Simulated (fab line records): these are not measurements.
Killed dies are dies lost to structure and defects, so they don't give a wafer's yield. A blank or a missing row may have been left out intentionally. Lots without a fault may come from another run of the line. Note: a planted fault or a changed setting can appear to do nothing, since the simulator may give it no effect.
fab line records | flow sky130
[record] lots = 5 wafers = 15 last_day = 49
route steps=708 shown GATE_OXIDE@188 PAD_OPEN@708
lots that met no fault: from a run of the same line without faults
start_h: the number of hours between the record's first day and the start of the first shown wafer of the lot | wait_h: time in hours since the lot's previous step | " the same as in the row above | L1.1+2: a row that stands for several wafers | - no value, or no start was given | * or withheld: withheld | < > ~ a bound
route shown NAME@n: a module of which the file shows steps, and the number in the route of the first | usual: mean and standard deviation over wafers with no fault | same: alike in all rows | chamber/n: place in a boat | sites: readings site by site | _std_site: the values' standard deviation | _edge_site: inner sites' mean taken away from outer sites' mean | radius_mm: for every site, how far away it sits from the centre of the wafer | mask NAME#n: copy n | behind: the most recent tool/chamber to have shaped the wafer | hold: the reason the lot was held/the length of the hold in hours/how it ended | device: transistor that didn't switch, given as n, p or np | end of line: the tests these same wafers got at the end of their route | where a step has no rows: the recipe by itself | killed: not the wafer's yield, but the dies lost to structure and defects at the first sort | map: a wafer's dies, x killed, . not, _ none there
set.NAME: the setting as run; set.NAME@STEP: as run at that earlier step | model.NAME: the simulator's own value behind a step, which no gauge read
certain route steps with their lots: each step a table, each wafer a row
services: a tool's chamber out of use, with start hour (start_h, from the record's first day; less than 0 if before it), hours out, and reason
[[steps]]
[step SKY_GATE_OXIDE_OXIDATION_01]
[recipe] temp_c = 900 ambient = O2 stabilise_s = 600 purge_s = 300 target_thk_a = 102.68 ox_time_s = 1473
[step SKY_GATE_OXIDE_THK_MEAS_02]
[recipe] reads = SiO2_of_GATE_OXIDE_OXIDATION_01
[usual] GATE_OXIDE_OXIDATION_00_THK = 10.28/0.16
// columns lot.wafer tool chamber start_h wait_h GATE_OXIDE_OXIDATION_00_THK[nm]
L449.3 film_metro-01 - 282.77 0.0 10.35
L449.4 " - " " 10.25
L449.6 " - " " 10.54
L450.3 film_metro-01 - 293.06 0.0 10.26
L450.5 " - " " 10.37
L450.6 " - " " 10.26
L461.2 film_metro-02 - 376.55 0.0 9.99
L461.3 " - " " 10.16
L461.6 " - " " 10.02
L462.1 film_metro-03 - 384.92 0.0 10.29
L462.4 " - " " 10.37
L462.6 " - " " 10.29
L466.2 film_metro-03 - 420.28 0.0 10.33
L466.5 " - " " 10.18
L466.6 " - " " 10.51
[step SKY_GATE_OXIDE_DEHYDRATE_03]
[recipe] temp_c = 200 time_s = 60
[step SKY_GATE_OXIDE_HMDS_04]
[recipe] prime_time_s = 60 prime_temp_c = 120
[step SKY_GATE_OXIDE_COAT_05]
[recipe] resist = NOVOLAK spin_rpm = 3000 resist_thk_nm = 1140
[step SKY_GATE_OXIDE_SOFTBAKE_06]
[recipe] temp_c = 90 time_s = 60 resist = NOVOLAK
[step SKY_GATE_OXIDE_EXPOSE_07]
[recipe] mask_id = LVOM na = 0.6 source_shape = conventional sigma_outer = 0.6 polarization = unpolarized target_cd_nm = 600 dose_mj = 170
[step SKY_GATE_OXIDE_PEB_08]
[recipe] temp_c = withheld time_s = * resist = NOVOLAK
[step SKY_GATE_OXIDE_DEVELOP_09]
[recipe] resist = NOVOLAK developer = TMAH develop_time_s = 60 dev_temp_c = 23
[step SKY_GATE_OXIDE_OVL_MEAS_10]
[usual] GATE_OXIDE_OVL = 0.5/1.3
// columns lot.wafer tool chamber start_h wait_h GATE_OXIDE_OVL[nm]
L449.3 overlay-02 - 307.33 0.1 -1.1
L449.4 " - " " 1.7
L449.6 " - " " 0.3
L450.3 overlay-02 - 317.69 0.1 1.7
L450.5 " - " " 2.1
L450.6 " - " " 0.8
L461.2 overlay-01 - 405.59 0.1 1.6
L461.3 " - " " -1.7
L461.6 " - " " 0.5
L462.1 overlay-01 - 414.84 0.1 0.1
L462.4 " - " " -0.1
L462.6 " - " " 0.8
L466.2 overlay-02 - 450.67 0.1 1.4
L466.5 " - " " 3.5
L466.6 " - " " 0.3
[step SKY_GATE_OXIDE_IMPLANT_11]
[recipe] species = B energy_kev = 10 dose_cm2 = 2.6e+12 tilt_deg = withheld
[step SKY_GATE_OXIDE_WET_ETCH_12]
[recipe] chemistry = dHF target_depth_nm = 16.8 dry = n2_spin target = SiO2 dilution = 100:1 temp_c = 25 time_s = 336
[step SKY_GATE_OXIDE_STRIP_13]
[recipe] chemistry = O2/N2 power_w = 1400 pressure_mtorr = 1500 platen_temp_c = withheld o2_flow_sccm = 3000 n2_flow_sccm = 300 overash_fraction = 0.5
[usual] drypump_motor_current_A = 5.7/0.5 n2_flow_sccm = 299.9/0.92 oes_product_au = 0.715/0.0048 strip_time_to_endpoint_s = 14.20/0.039
// columns lot.wafer tool chamber start_h wait_h drypump_motor_current_A n2_flow_sccm oes_product_au rf_hours_counter_h strip_time_to_endpoint_s model.NOVOLAK_of_GATE_OXIDE_COAT_05.thk_nm
L449.3 plasma_asher-01 0 307.64 0.0 5.7 300.1 0.716 - 14.18 0
L449.4 " 1 " " 5.6 301.2 0.717 - 14.18 0
L449.6 " 1 " " 5.6 298.9 0.715 - 14.18 0
L450.3 plasma_asher-02 1 317.99 0.0 5.1 300.4 0.716 - 14.22 0
L450.5 " 0 " " 6.7 297.8 0.715 - 14.17 0
L450.6 " 1 " " 5.1 301.9 0.708 - 14.17 0
L461.2 plasma_asher-04 0 405.88 0.0 5.6 300.7 0.715 71 14.17 0
L461.3 " 1 " " 5.9 298.8 0.720 - 14.18 0
L461.6 " 1 " " 5.9 298.4 0.722 - 14.16 0
L462.1 plasma_asher-01 0 415.13 0.0 5.6 298.8 0.722 67 14.19 0
L462.4 " 1 " " 5.6 298.9 0.714 - 14.16 0
L462.6 " 0 " " 5.6 299.5 0.714 - 14.15 0
L466.2 plasma_asher-01 0 451.07 0.0 5.6 298.6 0.848 71 - 894.9
L466.5 " 0 " " 5.6 300.2 0.931 - - 893.3
L466.6 " 1 " " 5.6 300.0 0.862 - - 893.3
[step SKY_GATE_OXIDE_TW_MEAS_14]
[usual] GATE_OXIDE_TW = 222.9/1.7
// columns lot.wafer tool chamber start_h wait_h GATE_OXIDE_TW
L449.3 film_metro-01 - 307.72 0.1 224.9
L449.4 " - " " 225.1
L449.6 " - " " 223.9
L450.3 film_metro-01 - 318.08 0.1 222.6
L450.5 " - " " 222.7
L450.6 " - " " 222.8
L461.2 film_metro-03 - 405.99 0.1 222.0
L461.3 " - " " 221.6
L461.6 " - " " 221.5
L462.1 film_metro-02 - 415.23 0.1 221.2
L462.4 " - " " 221.1
L462.6 " - " " 221.8
L466.2 film_metro-02 - 451.18 0.1 220.2
L466.5 " - " " 218.7
L466.6 " - " " 218.3
[step SKY_PAD_OPEN_PROBE_99]
[usual] killed_at_M0_to_M3 = 43/7.3 killed_at_M4_up = 3.1/1.7 killed_at_contacts = 25/5.3 killed_at_front_end = 14/4.1 killed_at_other = 0.3/0.56 killed_dies = 85/9.4 killed_on_rim = 17/4 killed_open = 46/7.4 killed_short = 38/5.8
[same] gross_dies = 492 killed_at_back_side = 0
// columns lot.wafer tool chamber start_h wait_h killed_at_M0_to_M3 killed_at_M4_up killed_at_contacts killed_at_front_end killed_at_other killed_dies killed_on_rim killed_open killed_short
L449.3 prober-02 - 1076.73 0.2 63 5 20 10 0 98 19 61 37
L449.4 prober-02 - 1076.78 0.2 33 3 27 9 2 74 15 39 34
L449.6 prober-02 - 1076.88 0.2 46 4 16 8 0 74 21 41 33
L462.1 prober-02 - 1150.89 0.1 41 8 31 21 0 101 20 58 43
L462.4 prober-02 - 1151.04 0.2 41 4 27 17 1 90 14 45 45
L462.6 prober-02 - 1151.14 0.2 39 5 22 15 0 81 11 39 42
L466.2 prober-02 - 1175.80 0.1 33 4 26 429 0 492 96 43 30
L466.5 prober-02 - 1175.95 0.2 42 4 26 418 2 492 96 38 49
L466.6 prober-02 - 1176.00 0.2 46 6 22 417 1 492 96 42 43
// killed by level:class
L449.3 VIA1:geometric_particle:open=20 METAL2:geometric_particle:short=9 LI_CONTACT:geometric_particle:open=8 VIA2:geometric_particle:open=8 VIA3:geometric_particle:open=8 LOCAL_INTERCONNECT:geometric_particle:short=4 CONTACT:geometric_particle:open=4 VIA1:geometric_particle:short=4
L449.4 CONTACT:geometric_particle:open=11 LI_CONTACT:geometric_particle:open=6 LOCAL_INTERCONNECT:geometric_particle:short=6 VIA2:geometric_particle:open=5 VIA1:geometric_particle:open=5 METAL2:geometric_particle:short=5 VIA3:geometric_particle:open=5 METAL1:geometric_particle:short=4
L449.6 VIA1:geometric_particle:open=11 VIA3:geometric_particle:open=9 LI_CONTACT:geometric_particle:open=8 VIA1:geometric_particle:short=6 METAL1:geometric_particle:short=5 METAL2:geometric_particle:short=4 VIA2:geometric_particle:open=4 POLY_GATE:geometric_particle:short=3
L462.1 VIA1:geometric_particle:open=19 CONTACT:geometric_particle:open=13 LI_CONTACT:geometric_particle:open=7 METAL4:geometric_particle:short=7 FIELD_ISO:geometric_particle:short=6 METAL1:geometric_particle:short=6 FIELD_ISO:geometric_particle:open=5 POLY_GATE:geometric_particle:short=5
L462.4 VIA1:geometric_particle:open=13 CONTACT:geometric_particle:open=9 CONTACT:geometric_particle:short=6 METAL1:geometric_particle:short=6 VIA1:geometric_particle:short=6 POLY_GATE:geometric_particle:short=5 LI_CONTACT:geometric_particle:open=5 LI_CONTACT:geometric_particle:short=4
L462.6 VIA3:geometric_particle:open=8 LOCAL_INTERCONNECT:geometric_particle:short=7 LI_CONTACT:geometric_particle:open=6 VIA1:geometric_particle:open=6 METAL1:geometric_particle:short=6 POLY_GATE:geometric_particle:short=5 METAL2:geometric_particle:short=5 POLY_GATE:geometric_particle:open=4
L466.2 GATE_OXIDE:area_oxidation=231 POLY_GATE:area_cvd=188 LOCAL_INTERCONNECT:geometric_particle:short=9 VIA2:geometric_particle:open=9 VIA1:geometric_particle:open=8 CONTACT:geometric_particle:open=8 VIA3:geometric_particle:open=7 LI_CONTACT:geometric_particle:open=6
L466.5 GATE_OXIDE:area_oxidation=206 POLY_GATE:area_cvd=199 CONTACT:geometric_particle:short=10 CONTACT:geometric_particle:open=10 METAL2:geometric_particle:short=10 VIA1:geometric_particle:open=7 VIA2:geometric_particle:open=7 FIELD_ISO:geometric_particle:short=6
L466.6 POLY_GATE:area_cvd=204 GATE_OXIDE:area_oxidation=203 VIA1:geometric_particle:open=11 CONTACT:geometric_particle:short=9 VIA2:geometric_particle:open=7 METAL2:geometric_particle:short=6 CONTACT:geometric_particle:open=5 VIA2:geometric_particle:short=5
// map L466.2 (x killed, . not)
__________xxxxxxxxxx_________
________xxxxxxxxxxxxxx_______
______xxxxxxxxxxxxxxxxxx_____
_____xxxxxxxxxxxxxxxxxxxx____
____xxxxxxxxxxxxxxxxxxxxxx___
___xxxxxxxxxxxxxxxxxxxxxxxx__
__xxxxxxxxxxxxxxxxxxxxxxxxxx_
_xxxxxxxxxxxxxxxxxxxxxxxxxxxx
_xxxxxxxxxxxxxxxxxxxxxxxxxxxx
_xxxxxxxxxxxxxxxxxxxxxxxxxxxx
_xxxxxxxxxxxxxxxxxxxxxxxxxxxx
_xxxxxxxxxxxxxxxxxxxxxxxxxxxx
_xxxxxxxxxxxxxxxxxxxxxxxxxxxx
_xxxxxxxxxxxxxxxxxxxxxxxxxxxx
_xxxxxxxxxxxxxxxxxxxxxxxxxxxx
__xxxxxxxxxxxxxxxxxxxxxxxxxx_
___xxxxxxxxxxxxxxxxxxxxxxxx__
____xxxxxxxxxxxxxxxxxxxxxx___
_____xxxxxxxxxxxxxxxxxxxx____
______xxxxxxxxxxxxxxxxxx_____
________xxxxxxxxxxxxxx_______
__________xxxxxxxxxx_________
// map L449.3 (x killed, . not)
__________....x....._________
________...........x.._______
______.........x.xx....x_____
_____..........x.........____
____x....x.........x...x.x___
___...............x...xx...__
__.......x.x..x.xx.....x...._
_.x............x...x.....x...
_x..x..........x.........x.x.
_.xx..x...x....x...x.........
_.x......x.x.......x.........
_.x.xx...x...........xxxx....
_.........xx.......x.x.x....x
_..x..x.x......x...........x.
_.......x...............x....
__.....x..x.xx.............._
___.......xxx.x.x.x.x.x...x__
____..x.x...x.xx.......xx.___
_____..x.x.......x..x..x.____
______.......x..x.....xx_____
________x.x..xx....x.x_______
__________...x.x...._________
[[services]]
// columns tool chamber start_h hours kind
plasma_asher-04 - 376.45 1.0 repair
plasma_asher-04 - 410.64 1.4 repair
plasma_asher-02 - 410.92 3.4 repair
plasma_asher-04 - 421.25 9.0 pm
plasma_asher-04 0 421.25 9.0 vent_cycle
plasma_asher-04 1 421.25 9.0 vent_cycle
plasma_asher-04 0 430.25 - clean
plasma_asher-04 1 430.25 - clean
plasma_asher-02 - 445.10 0.9 repair
[[key]]
[first_sign] step = SKY_GATE_OXIDE_STRIP_13 reading = oes_product_au direction = up sigmas = 35 usual = 0.715 struck = 0.881
[effect] step = SKY_PAD_OPEN_PROBE_99 reading = killed_at_front_end direction = up sigmas = 98 usual = 14 struck = 421
[model_effect] step = SKY_GATE_OXIDE_STRIP_13 value = NOVOLAK_of_GATE_OXIDE_COAT_05.thk_nm without = 0 struck = 893.8
[more_kills_born_at] SKY_GATE_OXIDE_OXIDATION_16@furnace-02 = 640 SKY_POLY_GATE_CVD_00@lpcvd-01 = 591
met_at SKY_GATE_OXIDE_STRIP_13
struck_wafers L466.2,L466.5,L466.6
later_rows_left_out L466.2,L466.5,L466.6
tester_left_out L466
onset_between 415.13 451.07
[fault] kind = strip_aborted tool = plasma_asher-01 chamber = - onset_h = 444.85 steps = SKY_GATE_OXIDE_STRIP_13 offset = 1 end_h = 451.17
// tester_left_out: of these lots the tester's yield and bins aren't shown, on N5 and GAA mostly nor the transistor test; their killed dies are dies lost to structure and defects alone, not to doping, threshold or leakage, so they don't give the yield
// later_rows_left_out: the simulator's readings of these wafers behind a module that went badly wrong aren't trusted and aren't shown, but for the sort
